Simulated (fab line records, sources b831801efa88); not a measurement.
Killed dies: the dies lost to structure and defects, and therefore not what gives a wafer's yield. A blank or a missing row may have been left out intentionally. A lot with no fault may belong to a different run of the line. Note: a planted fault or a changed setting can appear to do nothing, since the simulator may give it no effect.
fab line records || flow sky130 || part 2 of 2: steps 28 to 36 of 36
record {"lots": 5, "wafers": 15, "lastDay": 50}
route steps=708 shown LOCAL_INTERCONNECT@390 CONTACT@406
lots that met no fault: from a run of the same line without faults
startH: the number of hours between the record's first day and the start of the first shown wafer of the lot || waitH: hours since the lot's step before || " the same as in the row above || L1.1+2: a row that stands for several wafers || - either no value or no given start || * or withheld: withheld || < > ~ a bound
route shown NAME@n: a module of which the file shows steps, and the number in the route of the first || usual: average and standard deviation across the fault-free wafers || same: alike in all rows || chamber/n: place in a boat || sites: each site's reading || _std_site: the values' standard deviation || _edge_site: mean of outer sites minus mean of inner sites || radiusMm: for every site, how far away it sits from the centre of the wafer || mask NAME#n: copy n || behind: the tool/chamber that last shaped the wafer || hold: cause of the lot's hold/its duration in hours/its outcome || device: whichever transistor did not switch (one of n, p or np) || end of line: at the end of the route, the tests of the same wafers || a step with no rows: only its recipe || killed: not the wafer's yield, but the dies lost to structure and defects at the first sort || map: shows each die of a wafer: x if killed, . if not, _ if none is there
set.NAME: the setting as run; set.NAME@STEP: as run at that earlier step || model.NAME: the simulator's own value behind a step, which no gauge read
lots seen at some steps along the route; tables by step, rows by wafer
services: a tool's chamber out of use, with start hour (startH, from the record's first day; less than 0 if before it), hours out, and reason
## steps
# step SKY_CONTACT_EXPOSE_11
# recipe {"maskId": "CTM1", "na": 0.8, "sourceShape": "annular", "sigmaInner": 0.55, "sigmaOuter": 0.85, "targetCdNm": 170, "doseMj": 38}
# usual {"focusOffsetNm": "0.0/0.57"}
{"lot.wafer": "L081.3", "tool": "krfScanner-02", "chamber": 0, "startH": "-", "waitH": "-", "mask": "CTM1#0", "focusOffsetNm": -0.7}
{"lot.wafer": "L081.4", "tool": "krfScanner-02", "chamber": 0, "startH": "-", "waitH": "-", "mask": "CTM1#0", "focusOffsetNm": 0.5}
{"lot.wafer": "L081.6", "tool": "krfScanner-02", "chamber": 0, "startH": "-", "waitH": "-", "mask": "CTM1#0", "focusOffsetNm": 0.4}
{"lot.wafer": "L082.1", "tool": "krfScanner-01", "chamber": 0, "startH": "-", "waitH": "-", "mask": "CTM1#0", "focusOffsetNm": -0.1}
{"lot.wafer": "L082.2", "tool": "krfScanner-01", "chamber": 0, "startH": "-", "waitH": "-", "mask": "CTM1#0", "focusOffsetNm": -0.2}
{"lot.wafer": "L082.3", "tool": "krfScanner-01", "chamber": 0, "startH": "-", "waitH": "-", "mask": "CTM1#0", "focusOffsetNm": 0.7}
{"lot.wafer": "L089.1", "tool": "krfScanner-01", "chamber": 0, "startH": "-", "waitH": "-", "mask": "CTM1#0", "focusOffsetNm": -0.3}
{"lot.wafer": "L089.4", "tool": "krfScanner-01", "chamber": 0, "startH": "-", "waitH": "-", "mask": "CTM1#0", "focusOffsetNm": 0.2}
{"lot.wafer": "L089.5", "tool": "krfScanner-01", "chamber": 0, "startH": "-", "waitH": "-", "mask": "CTM1#0", "focusOffsetNm": 1.2}
{"lot.wafer": "L090.3", "tool": "krfScanner-02", "chamber": 0, "startH": "-", "waitH": "-", "mask": "CTM1#0", "focusOffsetNm": 0.2}
{"lot.wafer": "L090.4", "tool": "krfScanner-02", "chamber": 0, "startH": "-", "waitH": "-", "mask": "CTM1#0", "focusOffsetNm": 0.4}
{"lot.wafer": "L090.5", "tool": "krfScanner-02", "chamber": 0, "startH": "-", "waitH": "-", "mask": "CTM1#0", "focusOffsetNm": 0.8}
{"lot.wafer": "L097.3", "tool": "krfScanner-02", "chamber": 0, "startH": "-", "waitH": "-", "mask": "CTM1#0", "focusOffsetNm": 0.1}
{"lot.wafer": "L097.5", "tool": "krfScanner-02", "chamber": 0, "startH": "-", "waitH": "-", "mask": "CTM1#0", "focusOffsetNm": -0.1}
{"lot.wafer": "L097.6", "tool": "krfScanner-02", "chamber": 0, "startH": "-", "waitH": "-", "mask": "CTM1#0", "focusOffsetNm": -0.4}
# step SKY_CONTACT_PEB_12
# recipe {"pebTempC": "withheld", "pebTimeS": "withheld", "resist": "KrF-thick"}
{"lot.wafer": "L081.3+4+6", "tool": "lithoTrack-03", "chamber": 0, "startH": "-", "waitH": "-"}
{"lot.wafer": "L082.1+2+3", "tool": "lithoTrack-01", "chamber": 0, "startH": "-", "waitH": "-"}
{"lot.wafer": "L089.1+4+5", "tool": "lithoTrack-01", "chamber": 0, "startH": "-", "waitH": "-"}
{"lot.wafer": "L090.3+4+5", "tool": "lithoTrack-01", "chamber": 0, "startH": "-", "waitH": "-"}
{"lot.wafer": "L097.3+5+6", "tool": "lithoTrack-01", "chamber": 0, "startH": "-", "waitH": "-"}
# step SKY_CONTACT_DEVELOP_13
# recipe {"developTimeS": 60, "resist": "KrF-thick", "devTempC": 21}
# usual {"developerTempC": "21.01/0.11"}
{"lot.wafer": "L081.3", "tool": "lithoTrack-03", "chamber": 0, "startH": "-", "waitH": "-", "developerTempC": 20.88}
{"lot.wafer": "L081.4", "tool": "lithoTrack-03", "chamber": 0, "startH": "-", "waitH": "-", "developerTempC": 21.02}
{"lot.wafer": "L081.6", "tool": "lithoTrack-03", "chamber": 0, "startH": "-", "waitH": "-", "developerTempC": 20.95}
{"lot.wafer": "L082.1", "tool": "lithoTrack-01", "chamber": 0, "startH": "-", "waitH": "-", "developerTempC": 20.98}
{"lot.wafer": "L082.2", "tool": "lithoTrack-01", "chamber": 0, "startH": "-", "waitH": "-", "developerTempC": 21.15}
{"lot.wafer": "L082.3", "tool": "lithoTrack-01", "chamber": 0, "startH": "-", "waitH": "-", "developerTempC": 20.91}
{"lot.wafer": "L089.1", "tool": "lithoTrack-01", "chamber": 0, "startH": "-", "waitH": "-", "developerTempC": 20.85}
{"lot.wafer": "L089.4", "tool": "lithoTrack-01", "chamber": 0, "startH": "-", "waitH": "-", "developerTempC": 20.93}
{"lot.wafer": "L089.5", "tool": "lithoTrack-01", "chamber": 0, "startH": "-", "waitH": "-", "developerTempC": 20.85}
{"lot.wafer": "L090.3", "tool": "lithoTrack-01", "chamber": 0, "startH": "-", "waitH": "-", "developerTempC": 21.15}
{"lot.wafer": "L090.4", "tool": "lithoTrack-01", "chamber": 0, "startH": "-", "waitH": "-", "developerTempC": 21.04}
{"lot.wafer": "L090.5", "tool": "lithoTrack-01", "chamber": 0, "startH": "-", "waitH": "-", "developerTempC": 21.07}
{"lot.wafer": "L097.3", "tool": "lithoTrack-01", "chamber": 0, "startH": "-", "waitH": "-", "developerTempC": 20.85}
{"lot.wafer": "L097.5", "tool": "lithoTrack-01", "chamber": 0, "startH": "-", "waitH": "-", "developerTempC": 20.96}
{"lot.wafer": "L097.6", "tool": "lithoTrack-01", "chamber": 0, "startH": "-", "waitH": "-", "developerTempC": 20.93}
# step SKY_CONTACT_CD_MEAS_14
# recipe {"targetCdNm": 170}
# usual {"cdNm": "170.3/1.4"}
{"lot.wafer": "L081.3", "tool": "cdSem-01", "chamber": "-", "startH": 798.44, "waitH": "-", "cdNm": 171.4}
{"lot.wafer": "L081.4", "tool": "cdSem-01", "chamber": "-", "startH": 798.44, "waitH": "-", "cdNm": 172.0}
{"lot.wafer": "L081.6", "tool": "cdSem-01", "chamber": "-", "startH": 798.44, "waitH": "-", "cdNm": 171.3}
{"lot.wafer": "L082.1", "tool": "cdSem-01", "chamber": "-", "startH": 808.54, "waitH": "-", "cdNm": 169.1}
{"lot.wafer": "L082.2", "tool": "cdSem-01", "chamber": "-", "startH": 808.54, "waitH": "-", "cdNm": 170.3}
{"lot.wafer": "L082.3", "tool": "cdSem-01", "chamber": "-", "startH": 808.54, "waitH": "-", "cdNm": 169.6}
{"lot.wafer": "L089.1", "tool": "cdSem-01", "chamber": "-", "startH": 854.09, "waitH": "-", "cdNm": 169.7}
{"lot.wafer": "L089.4", "tool": "cdSem-01", "chamber": "-", "startH": 854.09, "waitH": "-", "cdNm": 171.6}
{"lot.wafer": "L089.5", "tool": "cdSem-01", "chamber": "-", "startH": 854.09, "waitH": "-", "cdNm": 170.8}
{"lot.wafer": "L090.3", "tool": "cdSem-02", "chamber": "-", "startH": 866.03, "waitH": "-", "cdNm": 168.8}
{"lot.wafer": "L090.4", "tool": "cdSem-02", "chamber": "-", "startH": 866.03, "waitH": "-", "cdNm": 168.7}
{"lot.wafer": "L090.5", "tool": "cdSem-02", "chamber": "-", "startH": 866.03, "waitH": "-", "cdNm": 168.8}
{"lot.wafer": "L097.3", "tool": "cdSem-01", "chamber": "-", "startH": 908.48, "waitH": "-", "cdNm": 170.9}
{"lot.wafer": "L097.5", "tool": "cdSem-01", "chamber": "-", "startH": 908.48, "waitH": "-", "cdNm": 170.1}
{"lot.wafer": "L097.6", "tool": "cdSem-01", "chamber": "-", "startH": 908.48, "waitH": "-", "cdNm": 169.9}
# step SKY_CONTACT_OVL_MEAS_15
# usual {"CONTACT_OVL": "-4/4.5"}
{"lot.wafer": "L081.3", "tool": "overlay-02", "chamber": "-", "startH": 798.53, "waitH": 0.1, "CONTACT_OVL[nm]": 1}
{"lot.wafer": "L081.4", "tool": "overlay-02", "chamber": "-", "startH": 798.53, "waitH": 0.1, "CONTACT_OVL[nm]": -7}
{"lot.wafer": "L081.6", "tool": "overlay-02", "chamber": "-", "startH": 798.53, "waitH": 0.1, "CONTACT_OVL[nm]": -1}
{"lot.wafer": "L082.1", "tool": "overlay-02", "chamber": "-", "startH": 808.66, "waitH": 0.1, "CONTACT_OVL[nm]": -1}
{"lot.wafer": "L082.2", "tool": "overlay-02", "chamber": "-", "startH": 808.66, "waitH": 0.1, "CONTACT_OVL[nm]": -5}
{"lot.wafer": "L082.3", "tool": "overlay-02", "chamber": "-", "startH": 808.66, "waitH": 0.1, "CONTACT_OVL[nm]": -2}
{"lot.wafer": "L089.1", "tool": "overlay-02", "chamber": "-", "startH": 854.21, "waitH": 0.1, "CONTACT_OVL[nm]": -4}
{"lot.wafer": "L089.4", "tool": "overlay-02", "chamber": "-", "startH": 854.21, "waitH": 0.1, "CONTACT_OVL[nm]": -3}
{"lot.wafer": "L089.5", "tool": "overlay-02", "chamber": "-", "startH": 854.21, "waitH": 0.1, "CONTACT_OVL[nm]": -3}
{"lot.wafer": "L090.3", "tool": "overlay-01", "chamber": "-", "startH": 866.12, "waitH": 0.1, "CONTACT_OVL[nm]": 0}
{"lot.wafer": "L090.4", "tool": "overlay-01", "chamber": "-", "startH": 866.12, "waitH": 0.1, "CONTACT_OVL[nm]": -10}
{"lot.wafer": "L090.5", "tool": "overlay-01", "chamber": "-", "startH": 866.12, "waitH": 0.1, "CONTACT_OVL[nm]": -3}
{"lot.wafer": "L097.3", "tool": "overlay-01", "chamber": "-", "startH": 908.57, "waitH": 0.1, "CONTACT_OVL[nm]": -10}
{"lot.wafer": "L097.5", "tool": "overlay-01", "chamber": "-", "startH": 908.57, "waitH": 0.1, "CONTACT_OVL[nm]": -8}
{"lot.wafer": "L097.6", "tool": "overlay-01", "chamber": "-", "startH": 908.57, "waitH": 0.1, "CONTACT_OVL[nm]": -2}
# step SKY_CONTACT_ETCH_16
# recipe {"chemistry": "N2/H2", "target": "BARC", "ionEnergyEv": 200, "sourceW": 500, "biasW": 100, "pressureMtorr": 30, "n2FlowSccm": 100, "h2FlowSccm": 200, "stopOn": "SiO2", "timeS": 45.9, "targetDepthA": 600}
# usual {"drypumpMotorCurrentA": "5.8/0.54", "oesProductAu": "0.855/0.0049", "throttleValvePct": "13.225/0.0097"}
{"lot.wafer": "L081.3", "tool": "rieDiel-04", "chamber": 1, "startH": 798.56, "waitH": 0.0, "drypumpMotorCurrentA": 5.5, "oesProductAu": 0.853, "rfHoursCounterH": 15, "throttleValvePct": 13.235}
{"lot.wafer": "L081.4", "tool": "rieDiel-04", "chamber": 0, "startH": 798.56, "waitH": 0.0, "drypumpMotorCurrentA": 5.6, "oesProductAu": 0.856, "rfHoursCounterH": 4, "throttleValvePct": 13.224}
{"lot.wafer": "L081.6", "tool": "rieDiel-04", "chamber": 0, "startH": 798.56, "waitH": 0.0, "drypumpMotorCurrentA": 5.6, "oesProductAu": 0.857, "rfHoursCounterH": "-", "throttleValvePct": 13.228}
{"lot.wafer": "L082.1", "tool": "rieDiel-01", "chamber": 3, "startH": 808.70, "waitH": 0.0, "drypumpMotorCurrentA": 6.2, "oesProductAu": 0.863, "rfHoursCounterH": 9, "throttleValvePct": 13.227}
{"lot.wafer": "L082.2", "tool": "rieDiel-01", "chamber": 2, "startH": 808.70, "waitH": 0.0, "drypumpMotorCurrentA": 4.7, "oesProductAu": 0.858, "rfHoursCounterH": 2, "throttleValvePct": 13.230}
{"lot.wafer": "L082.3", "tool": "rieDiel-01", "chamber": 1, "startH": 808.70, "waitH": 0.0, "drypumpMotorCurrentA": 6.4, "oesProductAu": 0.861, "rfHoursCounterH": 14, "throttleValvePct": 13.217}
{"lot.wafer": "L089.1", "tool": "rieDiel-01", "chamber": 2, "startH": 854.25, "waitH": 0.0, "drypumpMotorCurrentA": 4.7, "oesProductAu": 0.858, "rfHoursCounterH": 4, "throttleValvePct": 13.226}
{"lot.wafer": "L089.4", "tool": "rieDiel-01", "chamber": 0, "startH": 854.25, "waitH": 0.0, "drypumpMotorCurrentA": 5.8, "oesProductAu": 0.852, "rfHoursCounterH": "-", "throttleValvePct": 13.234}
{"lot.wafer": "L089.5", "tool": "rieDiel-01", "chamber": 3, "startH": 854.25, "waitH": 0.0, "drypumpMotorCurrentA": 6.2, "oesProductAu": 0.861, "rfHoursCounterH": "-", "throttleValvePct": 13.235}
{"lot.wafer": "L090.3", "tool": "rieDiel-01", "chamber": 0, "startH": 866.15, "waitH": 0.0, "drypumpMotorCurrentA": 5.8, "oesProductAu": 0.865, "rfHoursCounterH": 1, "throttleValvePct": 13.226}
{"lot.wafer": "L090.4", "tool": "rieDiel-01", "chamber": 2, "startH": 866.15, "waitH": 0.0, "drypumpMotorCurrentA": 4.7, "oesProductAu": 0.853, "rfHoursCounterH": 5, "throttleValvePct": 13.230}
{"lot.wafer": "L090.5", "tool": "rieDiel-01", "chamber": 0, "startH": 866.15, "waitH": 0.0, "drypumpMotorCurrentA": 5.7, "oesProductAu": 0.848, "rfHoursCounterH": "-", "throttleValvePct": 13.224}
{"lot.wafer": "L097.3", "tool": "rieDiel-03", "chamber": 0, "startH": 908.60, "waitH": 0.0, "drypumpMotorCurrentA": 5.7, "oesProductAu": 0.853, "rfHoursCounterH": 23, "throttleValvePct": 13.232}
{"lot.wafer": "L097.5", "tool": "rieDiel-03", "chamber": 1, "startH": 908.60, "waitH": 0.0, "drypumpMotorCurrentA": 5.8, "oesProductAu": 0.855, "rfHoursCounterH": "-", "throttleValvePct": 13.210}
{"lot.wafer": "L097.6", "tool": "rieDiel-03", "chamber": 0, "startH": 908.60, "waitH": 0.0, "drypumpMotorCurrentA": 5.7, "oesProductAu": 0.853, "rfHoursCounterH": "-", "throttleValvePct": 13.233}
# step SKY_CONTACT_ETCH_17
# recipe {"target": "SiO2", "chemistry": "C4F8/O2/Ar", "stopOn": "Si3N4", "maskMaterial": "KrF-thick", "sourceW": 1500, "biasW": 1200, "pressureMtorr": 40, "c4f8FlowSccm": "withheld", "O2_flow_sccm": 6, "Ar_flow_sccm": 300, "timeS": "withheld", "targetDepthA": 3400}
# usual {"oesProductAu": "0.892/0.0051"}
{"lot.wafer": "L081.3", "tool": "rieDiel-04", "chamber": 1, "startH": 798.60, "waitH": 0.0, "oesProductAu": 0.895}
{"lot.wafer": "L081.4", "tool": "rieDiel-04", "chamber": 0, "startH": 798.60, "waitH": 0.0, "oesProductAu": 0.900}
{"lot.wafer": "L081.6", "tool": "rieDiel-04", "chamber": 0, "startH": 798.60, "waitH": 0.0, "oesProductAu": 0.891}
{"lot.wafer": "L082.1", "tool": "rieDiel-01", "chamber": 3, "startH": 808.74, "waitH": 0.0, "oesProductAu": 0.892}
{"lot.wafer": "L082.2", "tool": "rieDiel-01", "chamber": 2, "startH": 808.74, "waitH": 0.0, "oesProductAu": 0.882}
{"lot.wafer": "L082.3", "tool": "rieDiel-01", "chamber": 1, "startH": 808.74, "waitH": 0.0, "oesProductAu": 0.897}
{"lot.wafer": "L089.1", "tool": "rieDiel-01", "chamber": 2, "startH": 854.29, "waitH": 0.0, "oesProductAu": 0.898}
{"lot.wafer": "L089.4", "tool": "rieDiel-01", "chamber": 0, "startH": 854.29, "waitH": 0.0, "oesProductAu": 0.889}
{"lot.wafer": "L089.5", "tool": "rieDiel-01", "chamber": 3, "startH": 854.29, "waitH": 0.0, "oesProductAu": 0.896}
{"lot.wafer": "L090.3", "tool": "rieDiel-01", "chamber": 0, "startH": 866.19, "waitH": 0.0, "oesProductAu": 0.895}
{"lot.wafer": "L090.4", "tool": "rieDiel-01", "chamber": 2, "startH": 866.19, "waitH": 0.0, "oesProductAu": 0.894}
{"lot.wafer": "L090.5", "tool": "rieDiel-01", "chamber": 0, "startH": 866.19, "waitH": 0.0, "oesProductAu": 0.891}
{"lot.wafer": "L097.3", "tool": "rieDiel-03", "chamber": 0, "startH": 908.64, "waitH": 0.0, "oesProductAu": 0.895}
{"lot.wafer": "L097.5", "tool": "rieDiel-03", "chamber": 1, "startH": 908.64, "waitH": 0.0, "oesProductAu": 0.898}
{"lot.wafer": "L097.6", "tool": "rieDiel-03", "chamber": 0, "startH": 908.64, "waitH": 0.0, "oesProductAu": 0.884}
# step SKY_CONTACT_ETCH_18
# recipe {"target": "Si3N4", "chemistry": "CHF3/O2", "stopOn": "TiN", "sourceW": 600, "biasW": 200, "pressureMtorr": 40, "chf3FlowSccm": 50, "O2_flow_sccm": 5, "timeS": 39, "targetDepthA": 750}
# usual {"drypumpMotorCurrentA": "5.8/0.53", "oesProductAu": "0.855/0.0075", "throttleValvePct": "8.794/0.0095"}
{"lot.wafer": "L081.3", "tool": "rieDiel-04", "chamber": 1, "startH": "-", "waitH": "-", "drypumpMotorCurrentA": 5.5, "oesProductAu": 0.855, "rfHoursCounterH": 15, "throttleValvePct": 8.787}
{"lot.wafer": "L081.4", "tool": "rieDiel-04", "chamber": 0, "startH": "-", "waitH": "-", "drypumpMotorCurrentA": 5.6, "oesProductAu": 0.866, "rfHoursCounterH": 4, "throttleValvePct": 8.795}
{"lot.wafer": "L081.6", "tool": "rieDiel-04", "chamber": 0, "startH": "-", "waitH": "-", "drypumpMotorCurrentA": 5.6, "oesProductAu": 0.855, "rfHoursCounterH": "-", "throttleValvePct": 8.791}
{"lot.wafer": "L082.1", "tool": "rieDiel-01", "chamber": 3, "startH": "-", "waitH": "-", "drypumpMotorCurrentA": 6.2, "oesProductAu": 0.853, "rfHoursCounterH": 9, "throttleValvePct": 8.779}
{"lot.wafer": "L082.2", "tool": "rieDiel-01", "chamber": 2, "startH": "-", "waitH": "-", "drypumpMotorCurrentA": 4.7, "oesProductAu": 0.855, "rfHoursCounterH": 2, "throttleValvePct": 8.812}
{"lot.wafer": "L082.3", "tool": "rieDiel-01", "chamber": 1, "startH": "-", "waitH": "-", "drypumpMotorCurrentA": 6.4, "oesProductAu": 0.854, "rfHoursCounterH": 14, "throttleValvePct": 8.806}
{"lot.wafer": "L089.1", "tool": "rieDiel-01", "chamber": 2, "startH": "-", "waitH": "-", "drypumpMotorCurrentA": 4.7, "oesProductAu": 0.841, "rfHoursCounterH": 4, "throttleValvePct": 8.795}
{"lot.wafer": "L089.4", "tool": "rieDiel-01", "chamber": 0, "startH": "-", "waitH": "-", "drypumpMotorCurrentA": 5.7, "oesProductAu": 0.862, "rfHoursCounterH": "-", "throttleValvePct": 8.801}
{"lot.wafer": "L089.5", "tool": "rieDiel-01", "chamber": 3, "startH": "-", "waitH": "-", "drypumpMotorCurrentA": 6.2, "oesProductAu": 0.857, "rfHoursCounterH": "-", "throttleValvePct": 8.809}
{"lot.wafer": "L090.3", "tool": "rieDiel-01", "chamber": 0, "startH": "-", "waitH": "-", "drypumpMotorCurrentA": 5.8, "oesProductAu": 0.859, "rfHoursCounterH": 1, "throttleValvePct": 8.798}
{"lot.wafer": "L090.4", "tool": "rieDiel-01", "chamber": 2, "startH": "-", "waitH": "-", "drypumpMotorCurrentA": 4.7, "oesProductAu": 0.865, "rfHoursCounterH": 5, "throttleValvePct": 8.810}
{"lot.wafer": "L090.5", "tool": "rieDiel-01", "chamber": 0, "startH": "-", "waitH": "-", "drypumpMotorCurrentA": 5.7, "oesProductAu": 0.867, "rfHoursCounterH": "-", "throttleValvePct": 8.797}
{"lot.wafer": "L097.3", "tool": "rieDiel-03", "chamber": 0, "startH": "-", "waitH": "-", "drypumpMotorCurrentA": 5.7, "oesProductAu": 0.846, "rfHoursCounterH": 23, "throttleValvePct": 8.803}
{"lot.wafer": "L097.5", "tool": "rieDiel-03", "chamber": 1, "startH": "-", "waitH": "-", "drypumpMotorCurrentA": 5.8, "oesProductAu": 0.848, "rfHoursCounterH": "-", "throttleValvePct": 8.800}
{"lot.wafer": "L097.6", "tool": "rieDiel-03", "chamber": 0, "startH": "-", "waitH": "-", "drypumpMotorCurrentA": 5.7, "oesProductAu": 0.845, "rfHoursCounterH": "-", "throttleValvePct": 8.785}
# step SKY_CONTACT_STRIP_19
# recipe {"chemistry": "O2/N2", "powerW": 1400, "pressureMtorr": 1500, "platenTempC": "withheld", "o2FlowSccm": 3000, "n2FlowSccm": 300, "overashFraction": 0.5}
# usual {"drypumpMotorCurrentA": "5.36/0.26", "oesProductAu": "0.382/0.0044", "stripTimeToEndpointS": "3.634/0.029"}
{"lot.wafer": "L081.3", "tool": "plasmaAsher-04", "chamber": 1, "startH": 798.72, "waitH": "-", "drypumpMotorCurrentA": 5.33, "oesProductAu": 0.382, "rfHoursCounterH": "-", "stripTimeToEndpointS": 3.602}
{"lot.wafer": "L081.4", "tool": "plasmaAsher-04", "chamber": 0, "startH": 798.72, "waitH": "-", "drypumpMotorCurrentA": 5.51, "oesProductAu": 0.394, "rfHoursCounterH": "-", "stripTimeToEndpointS": 3.634}
{"lot.wafer": "L081.6", "tool": "plasmaAsher-04", "chamber": 1, "startH": 798.72, "waitH": "-", "drypumpMotorCurrentA": 5.32, "oesProductAu": 0.384, "rfHoursCounterH": "-", "stripTimeToEndpointS": 3.659}
{"lot.wafer": "L082.1", "tool": "plasmaAsher-01", "chamber": 1, "startH": 808.83, "waitH": "-", "drypumpMotorCurrentA": 4.74, "oesProductAu": 0.384, "rfHoursCounterH": 7, "stripTimeToEndpointS": 3.667}
{"lot.wafer": "L082.2", "tool": "plasmaAsher-01", "chamber": 0, "startH": 808.83, "waitH": "-", "drypumpMotorCurrentA": 5.86, "oesProductAu": 0.382, "rfHoursCounterH": 7, "stripTimeToEndpointS": 3.656}
{"lot.wafer": "L082.3", "tool": "plasmaAsher-01", "chamber": 0, "startH": 808.83, "waitH": "-", "drypumpMotorCurrentA": 5.86, "oesProductAu": 0.380, "rfHoursCounterH": "-", "stripTimeToEndpointS": 3.683}
{"lot.wafer": "L089.1", "tool": "plasmaAsher-04", "chamber": 0, "startH": 854.38, "waitH": "-", "drypumpMotorCurrentA": 5.56, "oesProductAu": 0.378, "rfHoursCounterH": 72, "stripTimeToEndpointS": 3.626}
{"lot.wafer": "L089.4", "tool": "plasmaAsher-04", "chamber": 0, "startH": 854.38, "waitH": "-", "drypumpMotorCurrentA": 5.56, "oesProductAu": 0.380, "rfHoursCounterH": "-", "stripTimeToEndpointS": 3.632}
{"lot.wafer": "L089.5", "tool": "plasmaAsher-04", "chamber": 1, "startH": 854.38, "waitH": "-", "drypumpMotorCurrentA": 5.33, "oesProductAu": 0.384, "rfHoursCounterH": "-", "stripTimeToEndpointS": 3.662}
{"lot.wafer": "L090.3", "tool": "plasmaAsher-01", "chamber": 1, "startH": 866.31, "waitH": "-", "drypumpMotorCurrentA": 4.75, "oesProductAu": 0.380, "rfHoursCounterH": "-", "stripTimeToEndpointS": 3.664}
{"lot.wafer": "L090.4", "tool": "plasmaAsher-01", "chamber": 0, "startH": 866.31, "waitH": "-", "drypumpMotorCurrentA": 5.83, "oesProductAu": 0.377, "rfHoursCounterH": "-", "stripTimeToEndpointS": 3.644}
{"lot.wafer": "L090.5", "tool": "plasmaAsher-01", "chamber": 0, "startH": 866.31, "waitH": "-", "drypumpMotorCurrentA": 5.86, "oesProductAu": 0.387, "rfHoursCounterH": "-", "stripTimeToEndpointS": 3.666}
{"lot.wafer": "L097.3", "tool": "plasmaAsher-04", "chamber": 0, "startH": 908.76, "waitH": "-", "drypumpMotorCurrentA": 5.55, "oesProductAu": 0.381, "rfHoursCounterH": "-", "stripTimeToEndpointS": 3.631}
{"lot.wafer": "L097.5", "tool": "plasmaAsher-04", "chamber": 0, "startH": 908.76, "waitH": "-", "drypumpMotorCurrentA": 5.56, "oesProductAu": 0.386, "rfHoursCounterH": "-", "stripTimeToEndpointS": 3.631}
{"lot.wafer": "L097.6", "tool": "plasmaAsher-04", "chamber": 1, "startH": 908.76, "waitH": "-", "drypumpMotorCurrentA": 5.35, "oesProductAu": 0.391, "rfHoursCounterH": "-", "stripTimeToEndpointS": 3.653}
## services
{"tool": "plasmaAsher-01", "chamber": "-", "startH": 733.75, "hours": 9.0, "kind": "pm"}
{"tool": "cmp-02", "chamber": "-", "startH": 744.19, "hours": 4.0, "kind": "pm"}
{"tool": "krfScanner-02", "chamber": "-", "startH": 747.12, "hours": 0.8, "kind": "pm"}
{"tool": "rieDiel-01", "chamber": "-", "startH": 747.58, "hours": 2.8, "kind": "pm"}
{"tool": "rieDiel-03", "chamber": "-", "startH": 751.81, "hours": 76.0, "kind": "repair"}
{"tool": "wetBench-04", "chamber": "-", "startH": 763.28, "hours": 1.9, "kind": "pm"}
{"tool": "plasmaAsher-04", "chamber": "-", "startH": 765.68, "hours": 0.6, "kind": "repair"}
{"tool": "krfScanner-02", "chamber": "-", "startH": 771.91, "hours": 1.0, "kind": "pm"}
{"tool": "wetBench-04", "chamber": "-", "startH": 780.51, "hours": 7.1, "kind": "repair"}
{"tool": "rieDiel-04", "chamber": 1, "startH": 782.17, "hours": 6.3, "kind": "repair"}
{"tool": "plasmaAsher-04", "chamber": "-", "startH": 794.08, "hours": 4.6, "kind": "pm"}
{"tool": "krfScanner-02", "chamber": "-", "startH": 808.06, "hours": 0.6, "kind": "repair"}
{"tool": "cmp-02", "chamber": "-", "startH": 817.53, "hours": 0.3, "kind": "repair"}
{"tool": "rieMetal-03", "chamber": 0, "startH": 822.05, "hours": 2.0, "kind": "repair"}
{"tool": "rieDiel-01", "chamber": 1, "startH": 850.19, "hours": 4.8, "kind": "repair"}
{"tool": "pecvd-03", "chamber": 0, "startH": 851.61, "hours": 17.3, "kind": "repair"}
{"tool": "hdpcvd-02", "chamber": "-", "startH": 853.06, "hours": 1.7, "kind": "repair"}
{"tool": "cmp-02", "chamber": "-", "startH": 872.72, "hours": 0.3, "kind": "repair"}
{"tool": "pecvd-03", "chamber": 1, "startH": 879.98, "hours": 6.0, "kind": "repair"}
{"tool": "krfScanner-02", "chamber": "-", "startH": 881.65, "hours": 1.3, "kind": "pm"}
{"tool": "rieDiel-01", "chamber": 2, "startH": 890.52, "hours": 9.0, "kind": "repair"}
{"tool": "rieDiel-01", "chamber": 1, "startH": 894.87, "hours": 16.2, "kind": "repair"}
{"tool": "rieDiel-01", "chamber": 0, "startH": 897.70, "hours": 4.7, "kind": "repair"}
{"tool": "cmp-02", "chamber": "-", "startH": 902.63, "hours": 3.3, "kind": "pm"}
